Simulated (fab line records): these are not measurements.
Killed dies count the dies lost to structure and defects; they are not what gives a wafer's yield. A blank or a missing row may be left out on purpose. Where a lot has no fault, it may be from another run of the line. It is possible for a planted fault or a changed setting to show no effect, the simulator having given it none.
What tool caused it? :: flow gf180mcu :: Sampling: 7 lots, 21 wafers, 3 of 602 route steps

## WHAT EACH GAUGE READ, for each wafer
GF_HV_LDD_THK_MEAS_57.
lot: L719
measured: day 13 07:33
on: filmMetro-03
HV_LDD_CVD_56_THK (nm): 89.8 90.0 88.9

lot: L721
measured: day 13 15:22
on: filmMetro-04
HV_LDD_CVD_56_THK (nm): 89.5 89.3 89.3

lot: L724
measured: day 14 21:16
on: filmMetro-02
HV_LDD_CVD_56_THK (nm): 89.6 89.2 89.1

lot: L728
measured: day 15 18:20
on: filmMetro-04
HV_LDD_CVD_56_THK (nm): 90.1 89.7 88.9

lot: L730
measured: day 16 11:27
on: filmMetro-04
HV_LDD_CVD_56_THK (nm): 89.9 89.3 90.3

lot: L734
measured: day 17 22:05
on: filmMetro-02
HV_LDD_CVD_56_THK (nm): 89.3 89.2 89.7

lot: L741
measured: day 20 00:49
on: filmMetro-04
HV_LDD_CVD_56_THK (nm): 90.6 90.9 90.8

## WHICH TOOL RAN EACH LOT (tool, then ch and the chambers of the sampled wafers, then the start)
lot: L719
GF_VT_IMPLANT_IMPLANT_19: implanter-01 ch 0, day 6 22:38
GF_VT_IMPLANT_STRIP_20: plasmaAsher-04 ch 0,1, day 6 22:46

lot: L721
GF_VT_IMPLANT_IMPLANT_19: implanter-01 ch 0, day 7 07:02
GF_VT_IMPLANT_STRIP_20: plasmaAsher-04 ch 0,1, day 7 07:09

lot: L724
GF_VT_IMPLANT_IMPLANT_19: implanter-03 ch 0, day 8 02:27
GF_VT_IMPLANT_STRIP_20: plasmaAsher-01 ch 0,1, day 8 02:36

lot: L728
GF_VT_IMPLANT_IMPLANT_19: implanter-01 ch 0, day 8 19:42
GF_VT_IMPLANT_STRIP_20: plasmaAsher-03 ch 0,1, day 8 19:51

lot: L730
GF_VT_IMPLANT_IMPLANT_19: implanter-03 ch 0, day 9 09:07
GF_VT_IMPLANT_STRIP_20: plasmaAsher-01 ch 0,1, day 9 09:16

lot: L734
GF_VT_IMPLANT_IMPLANT_19: implanter-02 ch 0, day 10 12:35
GF_VT_IMPLANT_STRIP_20: plasmaAsher-01 ch 0,1, day 10 12:42

lot: L741
GF_VT_IMPLANT_IMPLANT_19: implanter-02 ch 0, day 12 05:28
GF_VT_IMPLANT_STRIP_20: plasmaAsher-01 ch 0,1, day 12 05:36
- GF_VT_IMPLANT_IMPLANT_19
- GF_VT_IMPLANT_STRIP_20: strips in O2/N2.

## THE ANSWER, worked out from the rows above alone
Rule: the lots themselves supply what counts as usual. Put in order of their means at a reading, lots are off if they are a third of the lots or fewer, leave a main group of 4 or more, and stand apart from it by a gap of 3 or more times the standard deviation of the main group's means; of several such gaps the widest counts. A main group is skipped when, at the precision printed for the reading in the tables above, its means are all equal. Also off: a lot with no number at a reading for which 4 or more lots have one. Any other lot the step has rows for is counted as sound.
Off: L741, seen at GF_HV_LDD_THK_MEAS_57 (HV_LDD_CVD_56_THK). Mean 89.5 nm and standard deviation 0.18 in the main group.
If a tool, at a process step before that reading, ran all the lots that are off and no sound lot after the first of them, it fits. Gauges at GF_HV_LDD_THK_MEAS_57: tried the same way as those tools. Can't be told from this: 3 tools fit, implanter-02 at GF_VT_IMPLANT_IMPLANT_19, plasmaAsher-01 at GF_VT_IMPLANT_STRIP_20, filmMetro-04 at GF_HV_LDD_THK_MEAS_57.

## WHAT WAS PUT IN BY THE SIMULATOR
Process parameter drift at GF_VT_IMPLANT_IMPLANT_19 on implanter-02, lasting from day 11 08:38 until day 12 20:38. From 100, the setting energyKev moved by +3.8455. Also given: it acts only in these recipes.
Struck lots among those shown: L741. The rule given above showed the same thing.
